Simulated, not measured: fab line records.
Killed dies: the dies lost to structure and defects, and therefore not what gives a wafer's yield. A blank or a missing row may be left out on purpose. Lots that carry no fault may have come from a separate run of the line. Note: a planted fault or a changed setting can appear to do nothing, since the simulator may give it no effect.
Split-lot experiment    flow sky130    15 wafers read across 5 lots, on a route 708 steps long

THE SPLIT
At SKY_METAL3_COAT_07 (resist thk 60 nm), the setting spin_rpm was moved away from the recipe's 3000 rpm on 7 of the 15 wafers read, by -6.2% to +5.0%. All remaining wafers had this setting at the recipe value.

FROM THE SPLIT TO THE READING: what the file shows between them, 2 steps
- SKY_METAL3_DEVELOP_12: develop time 60 s (also split here: develop_time_s)
- SKY_METAL3_DESCUM_15: chemistry O2, time 8 s

THE READING
etch.depth_nm (the simulator's own value, which no gauge read), in nm, at SKY_METAL3_ETCH_16 (etches BARC in N2/H2, stops on SiO2, time 88.2 s, target depth 60 nm). The file does not state a usual value for it. Here, 8 wafers ran the recipe; their average is 60.01 nm with a standard deviation of 0.16 nm.

wafer   tool, chamber at the split  spin_rpm as run, rpm  against the recipe  etch.depth_nm, nm  against lot-mates on the recipe
L076.1  litho_track-02, 0           3000                  recipe              59.91              -
L076.5  litho_track-02, 0           3112                  +3.7%               58.92              -0.99
L080.1  litho_track-02, 0           3000                  recipe              60.07              -
L080.3  litho_track-02, 0           3000                  recipe              60.04              -
L080.4  litho_track-02, 0           2813                  -6.2%               62.04              +1.98
L080.5  litho_track-02, 0           2813                  -6.2%               62.19              +2.13
L080.6  litho_track-02, 0           2813                  -6.2%               61.92              +1.87
L082.1  litho_track-01, 0           3000                  recipe              59.66              -
L082.3  litho_track-01, 0           3136                  +4.5%               58.41              -1.25
L083.4  litho_track-04, 0           3000                  recipe              60.07              -
L083.5  litho_track-04, 0           3000                  recipe              60.07              -
L083.6  litho_track-04, 0           3000                  recipe              60.02              -
L085.3  litho_track-04, 0           3000                  recipe              60.26              -
L085.4  litho_track-04, 0           3150                  +5.0%               58.41              -1.85
L085.5  litho_track-04, 0           3150                  +5.0%               58.68              -1.58

FIT RESULTS
A straight line over all 15 wafers: etch.depth_nm changes by -0.319 nm for each +1% of spin_rpm; r = -0.99; the points scatter about the line by 0.16 nm.
The same after taking each lot's own level away (the mean of its wafers on the recipe; 15 wafers): -0.317 nm for each +1%; r = -1.00; scatter 0.12 nm.
The reading moves by 2 nm for the largest change in spin_rpm, on that fit.
Measured against the standard deviation above, the lots' own levels, which go from 59.660 to 60.260 nm, span 3.7 times it.
So the lot-to-lot level changes the slope little: the two slopes agree.
Check: +1.99 nm against its lot-mates is what the line predicts for one of the wafers moved furthest among these (-6.2%) when that wafer is left out of the fit. It came out at +1.98 nm against them.

THESE WAFERS: OTHER SPLITS
Note: prior to the reading, these wafers also went through further splits. Each is held against what the fit with the lots' levels taken away leaves over:
other split on the same wafers        wafers away from the commonest value  r with etch.depth_nm (lot level and that fit taken away)
SKY_VIA2_HDPCVD_00 time_s             4                                     +0.20
SKY_VIA2_CVD_21 temp_c                4                                     +0.47
SKY_CAPM_SOFTBAKE_08 temp_c           3                                     -0.06
SKY_CAPM_METAL_ETCH_13 time_s         7                                     -0.28
SKY_METAL3_DEVELOP_12 develop_time_s  1                                     +0.01

THE FILE'S OWN FIT
etch.depth_nm changes by -0.314 nm for each +1% of spin_rpm, r = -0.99.
